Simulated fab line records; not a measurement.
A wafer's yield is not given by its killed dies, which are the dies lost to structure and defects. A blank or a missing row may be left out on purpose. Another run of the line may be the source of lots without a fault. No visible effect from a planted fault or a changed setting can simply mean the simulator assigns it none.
Matching of chambers ; flow gf180mcu ; GF_CONTACT_CMP_04 on cmp-01: 4 sister chambers
The step polishes SiO2. 8 wafers are shown with their chamber, then 6 later ones without.

== EACH WAFER AND ITS CHAMBER ==
wafer;chamber;motor-current-A (A);time-to-endpoint-s (s)
L820.5;2;10.6;103
L823.1;1;14.3;118
L825.1;0;11.5;109
L825.6;1;13.1;125
L826.2;0;12.8;113
L826.5;3;10.6;115
L827.1;2;9.7;106
L827.3;3;11.2;115

== WAFERS WITHOUT THEIR CHAMBER ==
wafer;motor-current-A (A);time-to-endpoint-s (s)
L827.6;12.5;111
L839.3;13.0;115
L839.6;10.8;108
L840.1;13.0;119
L840.3;11.7;111
L840.6;13.2;120

== WHICH CHAMBER EACH ONE RAN IN ==
wafer;from the rows above;in truth
L827.6;0;0
L839.3;can't be placed: 0 or 1 or 3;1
L839.6;can't be placed: 2 or 0 or 3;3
L840.1;can't be placed: 1 or 0 or 3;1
L840.3;can't be placed: 0 or 3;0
L840.6;1;1
Correct placement for 2 of the 6. From these rows, 4 cannot be placed; in 4 the true chamber is one of the candidates. Wrongly placed: 0.
How it was worked out, from the rows above alone: a wafer's distance from a chamber is the root of the sum, over the readings, of the square of ((its reading less the chamber's mean) divided by the reading's scatter). If the next closest chamber is less than 2 further off than the closest, the wafer can't be placed; otherwise it belongs to the closest. A chamber's mean is the mean of its shown wafers. The scatter: the root of (the sum of the squares of (reading less its chamber's mean) over the shown wafers, divided by (wafers less chambers)).
